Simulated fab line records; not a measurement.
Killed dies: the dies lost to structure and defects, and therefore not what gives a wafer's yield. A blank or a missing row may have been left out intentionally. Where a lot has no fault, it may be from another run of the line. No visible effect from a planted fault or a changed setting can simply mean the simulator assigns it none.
Which tool is to blame? / flow gf180mcu / Sampling: 13 lots, 38 wafers, 4 of 602 route steps

## WHAT THE GAUGES READ, wafer by wafer
Not one reading of a measure or inspect step in the record can be checked against a usual standard deviation.

## TOOL THAT RAN EACH LOT (tool first, then ch and the chambers of the sampled wafers, then the start)
lot=L147; GF_V3_ETCH_17=rie-diel-04 ch 0,2,3, day 23 23:00 or earlier; GF_V4_SOFTBAKE_10=litho-track-02 ch 0, day 23 23:00; GF_V4_STRIP_18=plasma-asher-04 ch 0,1, day 24 10:49; GF_V4_CVD_23=cvd-w-02 ch 0,1, day 24 11:28
lot=L148; GF_V3_ETCH_17=rie-diel-03 ch 0,1,2, day 24 09:00 or earlier; GF_V4_SOFTBAKE_10=litho-track-02 ch 0, day 24 09:00; GF_V4_STRIP_18=plasma-asher-02 ch 0,1, day 24 20:47; GF_V4_CVD_23=cvd-w-01 ch 0,1, day 24 21:26
lot=L149; GF_V3_ETCH_17=rie-diel-04 ch 0,2, day 24 18:00 or earlier; GF_V4_SOFTBAKE_10=litho-track-04 ch 0, day 24 18:00; GF_V4_STRIP_18=plasma-asher-02 ch 0,1, day 25 05:56; GF_V4_CVD_23=cvd-w-02 ch 0,1, day 25 06:37
lot=L150; GF_V3_ETCH_17=rie-diel-03 ch 0,1, day 24 21:00 or earlier; GF_V4_SOFTBAKE_10=litho-track-04 ch 0, day 24 21:00; GF_V4_STRIP_18=plasma-asher-04 ch 0,1, day 25 08:47; GF_V4_CVD_23=cvd-w-01 ch 0, day 25 09:25
lot=L151; GF_V3_ETCH_17=rie-diel-03 ch 1,2, day 25 11:00 or earlier; GF_V4_SOFTBAKE_10=litho-track-02 ch 0, day 25 11:00; GF_V4_STRIP_18=plasma-asher-02 ch 0,1, day 25 21:51; GF_V4_CVD_23=cvd-w-02 ch 0,1, day 25 22:29
lot=L152; GF_V3_ETCH_17=rie-diel-04 ch 1,2,3, day 25 19:00 or earlier; GF_V4_SOFTBAKE_10=litho-track-01 ch 0, day 25 19:00; GF_V4_STRIP_18=plasma-asher-02 ch 0,1, day 26 06:17; GF_V4_CVD_23=cvd-w-02 ch 0,1, day 26 06:57
lot=L160; GF_V3_ETCH_17=rie-diel-02 ch 1,2, day 28 05:00 or earlier; GF_V4_SOFTBAKE_10=litho-track-01 ch 0, day 28 05:00; GF_V4_STRIP_18=plasma-asher-02 ch 1, day 28 15:00; GF_V4_CVD_23=cvd-w-01 ch 0,1, day 28 15:38
lot=L161; GF_V3_ETCH_17=rie-diel-02 ch 0,1,3, day 28 09:00 or earlier; GF_V4_SOFTBAKE_10=litho-track-01 ch 0, day 28 09:00; GF_V4_STRIP_18=plasma-asher-01 ch 0,1, day 28 18:44; GF_V4_CVD_23=cvd-w-02 ch 0,1, day 28 19:23
lot=L162; GF_V3_ETCH_17=rie-diel-04 ch 0,1,2, day 29 03:00 or earlier; GF_V4_SOFTBAKE_10=litho-track-01 ch 0, day 29 03:00; GF_V4_STRIP_18=plasma-asher-01 ch 0,1, day 29 12:59; GF_V4_CVD_23=cvd-w-02 ch 0,1, day 29 13:38
lot=L166; GF_V3_ETCH_17=rie-diel-04 ch 1,2,3, day 29 22:00 or earlier; GF_V4_SOFTBAKE_10=litho-track-02 ch 0, day 29 22:00; GF_V4_STRIP_18=plasma-asher-01 ch 0,1, day 30 08:02; GF_V4_CVD_23=cvd-w-01 ch 0,1, day 30 08:40
lot=L167; GF_V3_ETCH_17=rie-diel-04 ch 1,2, day 30 03:00 or earlier; GF_V4_SOFTBAKE_10=litho-track-04 ch 0, day 30 03:00; GF_V4_STRIP_18=plasma-asher-04 ch 0,1, day 30 13:02; GF_V4_CVD_23=cvd-w-01 ch 1, day 30 13:40
lot=L168; GF_V3_ETCH_17=rie-diel-02 ch 0,1,3, day 30 10:00 or earlier; GF_V4_SOFTBAKE_10=litho-track-02 ch 0, day 30 10:00; GF_V4_STRIP_18=plasma-asher-02 ch 0,1, day 30 20:11; GF_V4_CVD_23=cvd-w-01 ch 0,1, day 30 20:49
lot=L170; GF_V3_ETCH_17=rie-diel-03 ch 1,3, day 30 22:00 or earlier; GF_V4_SOFTBAKE_10=litho-track-02 ch 0, day 30 22:00; GF_V4_STRIP_18=plasma-asher-02 ch 0,1, day 31 06:41; GF_V4_CVD_23=cvd-w-01 ch 0,1, day 31 07:20
- GF_V3_ETCH_17: etches SiO2 in C4F8/O2/Ar, stops on TiN, target depth 635 nm.
- GF_V4_SOFTBAKE_10: time 60 s.
- GF_V4_STRIP_18: strips in O2/N2.
- GF_V4_CVD_23: deposits W, target thk 350 nm, time 104.9 s.

## AS READ BY THE TOOLS THEMSELVES (means over the sampled wafers that have a number; for cases with no such wafer, the mark the record gives instead)
GF_V3_ETCH_17. Usual: oes-product-au reads 0.856 a.u. (standard deviation 0.0049).
lot=L147; tool=rie-diel-04; oes-product-au (a.u.)=0.859; flag=
lot=L148; tool=rie-diel-03; oes-product-au (a.u.)=0.860; flag=
lot=L149; tool=rie-diel-04; oes-product-au (a.u.)=0.855; flag=
lot=L150; tool=rie-diel-03; oes-product-au (a.u.)=0.857; flag=
lot=L151; tool=rie-diel-03; oes-product-au (a.u.)=0.853; flag=
lot=L152; tool=rie-diel-04; oes-product-au (a.u.)=0.857; flag=
lot=L160; tool=rie-diel-02; oes-product-au (a.u.)=0.859; flag=
lot=L161; tool=rie-diel-02; oes-product-au (a.u.)=0.856; flag=
lot=L162; tool=rie-diel-04; oes-product-au (a.u.)=0.852; flag=
lot=L166; tool=rie-diel-04; oes-product-au (a.u.)=0.856; flag=
lot=L167; tool=rie-diel-04; oes-product-au (a.u.)=0.853; flag=
lot=L168; tool=rie-diel-02; oes-product-au (a.u.)=0.854; flag=
lot=L170; tool=rie-diel-03; oes-product-au (a.u.)=0.852; flag=

GF_V4_SOFTBAKE_10. Usual: plate-temp-C 130.02 C, standard deviation 0.14; run-length-s 88.99 s, standard deviation 0.14.
lot=L147; tool=litho-track-02; plate-temp-C (C)=129.90; run-length-s (s)=88.96; flag=
lot=L148; tool=litho-track-02; plate-temp-C (C)=129.88; run-length-s (s)=88.98; flag=
lot=L149; tool=litho-track-04; plate-temp-C (C)=130.02; run-length-s (s)=89.11; flag=
lot=L150; tool=litho-track-04; plate-temp-C (C)=130.25; run-length-s (s)=89.12; flag=
lot=L151; tool=litho-track-02; plate-temp-C (C)=130.03; run-length-s (s)=88.90; flag=
lot=L152; tool=litho-track-01; plate-temp-C (C)=130.10; run-length-s (s)=89.00; flag=
lot=L160; tool=litho-track-01; plate-temp-C (C)=129.94; run-length-s (s)=90.25; flag=OFF
lot=L161; tool=litho-track-01; plate-temp-C (C)=129.99; run-length-s (s)=89.86; flag=OFF
lot=L162; tool=litho-track-01; plate-temp-C (C)=129.96; run-length-s (s)=89.78; flag=OFF
lot=L166; tool=litho-track-02; plate-temp-C (C)=130.13; run-length-s (s)=88.81; flag=
lot=L167; tool=litho-track-04; plate-temp-C (C)=129.93; run-length-s (s)=89.10; flag=
lot=L168; tool=litho-track-02; plate-temp-C (C)=129.93; run-length-s (s)=88.92; flag=
lot=L170; tool=litho-track-02; plate-temp-C (C)=129.93; run-length-s (s)=88.78; flag=

GF_V4_STRIP_18. Usual: drypump-motor-current-A 5.51 A, standard deviation 0.21; heater-power-w 322 W, standard deviation 11; n2-flow-sccm 300.0 sccm, standard deviation 0.94; oes-product-au 0.592 a.u., standard deviation 0.0047.
lot=L147; tool=plasma-asher-04; drypump-motor-current-A (A)=5.35; heater-power-w (W)=331; n2-flow-sccm (sccm)=299.5; oes-product-au (a.u.)=0.592; flag=
lot=L148; tool=plasma-asher-02; drypump-motor-current-A (A)=5.74; heater-power-w (W)=320; n2-flow-sccm (sccm)=300.0; oes-product-au (a.u.)=0.592; flag=
lot=L149; tool=plasma-asher-02; drypump-motor-current-A (A)=5.74; heater-power-w (W)=309; n2-flow-sccm (sccm)=300.5; oes-product-au (a.u.)=0.589; flag=
lot=L150; tool=plasma-asher-04; drypump-motor-current-A (A)=5.47; heater-power-w (W)=333; n2-flow-sccm (sccm)=298.9; oes-product-au (a.u.)=0.592; flag=
lot=L151; tool=plasma-asher-02; drypump-motor-current-A (A)=5.74; heater-power-w (W)=313; n2-flow-sccm (sccm)=299.9; oes-product-au (a.u.)=0.592; flag=
lot=L152; tool=plasma-asher-02; drypump-motor-current-A (A)=5.64; heater-power-w (W)=316; n2-flow-sccm (sccm)=300.4; oes-product-au (a.u.)=0.592; flag=
lot=L160; tool=plasma-asher-02; drypump-motor-current-A (A)=5.83; heater-power-w (W)=308; n2-flow-sccm (sccm)=300.8; oes-product-au (a.u.)=0.589; flag=
lot=L161; tool=plasma-asher-01; drypump-motor-current-A (A)=5.38; heater-power-w (W)=324; n2-flow-sccm (sccm)=300.8; oes-product-au (a.u.)=0.593; flag=
lot=L162; tool=plasma-asher-01; drypump-motor-current-A (A)=5.46; heater-power-w (W)=317; n2-flow-sccm (sccm)=299.5; oes-product-au (a.u.)=0.598; flag=
lot=L166; tool=plasma-asher-01; drypump-motor-current-A (A)=5.38; heater-power-w (W)=319; n2-flow-sccm (sccm)=298.8; oes-product-au (a.u.)=0.591; flag=
lot=L167; tool=plasma-asher-04; drypump-motor-current-A (A)=5.45; heater-power-w (W)=338; n2-flow-sccm (sccm)=299.5; oes-product-au (a.u.)=0.593; flag=
lot=L168; tool=plasma-asher-02; drypump-motor-current-A (A)=5.62; heater-power-w (W)=312; n2-flow-sccm (sccm)=299.9; oes-product-au (a.u.)=0.598; flag=
lot=L170; tool=plasma-asher-02; drypump-motor-current-A (A)=5.62; heater-power-w (W)=319; n2-flow-sccm (sccm)=299.2; oes-product-au (a.u.)=0.589; flag=

GF_V4_CVD_23. Usual: heater-power-w reads 872 W (standard deviation 130).
lot=L147; tool=cvd-w-02; heater-power-w (W)=781; flag=
lot=L148; tool=cvd-w-01; heater-power-w (W)=953; flag=
lot=L149; tool=cvd-w-02; heater-power-w (W)=789; flag=
lot=L150; tool=cvd-w-01; heater-power-w (W)=837; flag=
lot=L151; tool=cvd-w-02; heater-power-w (W)=771; flag=
lot=L152; tool=cvd-w-02; heater-power-w (W)=765; flag=
lot=L160; tool=cvd-w-01; heater-power-w (W)=923; flag=
lot=L161; tool=cvd-w-02; heater-power-w (W)=875; flag=
lot=L162; tool=cvd-w-02; heater-power-w (W)=896; flag=
lot=L166; tool=cvd-w-01; heater-power-w (W)=903; flag=
lot=L167; tool=cvd-w-01; heater-power-w (W)=1001; flag=
lot=L168; tool=cvd-w-01; heater-power-w (W)=953; flag=
lot=L170; tool=cvd-w-01; heater-power-w (W)=904; flag=

## THE ANSWER, worked out from the rows above alone
Rule: lot off if the mean of its wafers having a number is beyond 3 standard deviations from the usual mean. Also off: a lot with no number at a reading for which 4 or more lots have one. Where the step has rows for the other lots, those lots are counted as sound. Order of review: gauges by route order, followed by the tools' own readings, for which a lot's mean as printed above is used. The first step at which some lot is off is used, and at that step the reading that is off furthest; a lot without a number counts as furthest.
Off: L160, L161, L162, at GF_V4_SOFTBAKE_10 (run-length-s).
If a tool, at that step or one of the process steps before it, ran each lot that is off and ran no sound lot following the first of them, it fits. GF_V3_ETCH_17 gives no start for some lots, so the hours and the order of its lots are those of GF_V4_SOFTBAKE_10. One candidate fits, namely litho-track-01 at GF_V4_SOFTBAKE_10. Its last sound lot is L152 (day 25 19:00), its first lot that is off L160 (day 28 05:00): a fault that began between those two fits.
The tool's own readings at GF_V4_SOFTBAKE_10 bear it out: on the lots that are off they differ by more than 5 times the standard deviation of the sound lots' means. run-length-s reads 89.96 s there against 88.97 s on the sound lots.

## WHAT THE SIMULATOR HAD PUT IN
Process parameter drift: litho-track-01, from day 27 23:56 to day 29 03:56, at GF_V4_SOFTBAKE_10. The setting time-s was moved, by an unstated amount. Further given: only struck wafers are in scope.
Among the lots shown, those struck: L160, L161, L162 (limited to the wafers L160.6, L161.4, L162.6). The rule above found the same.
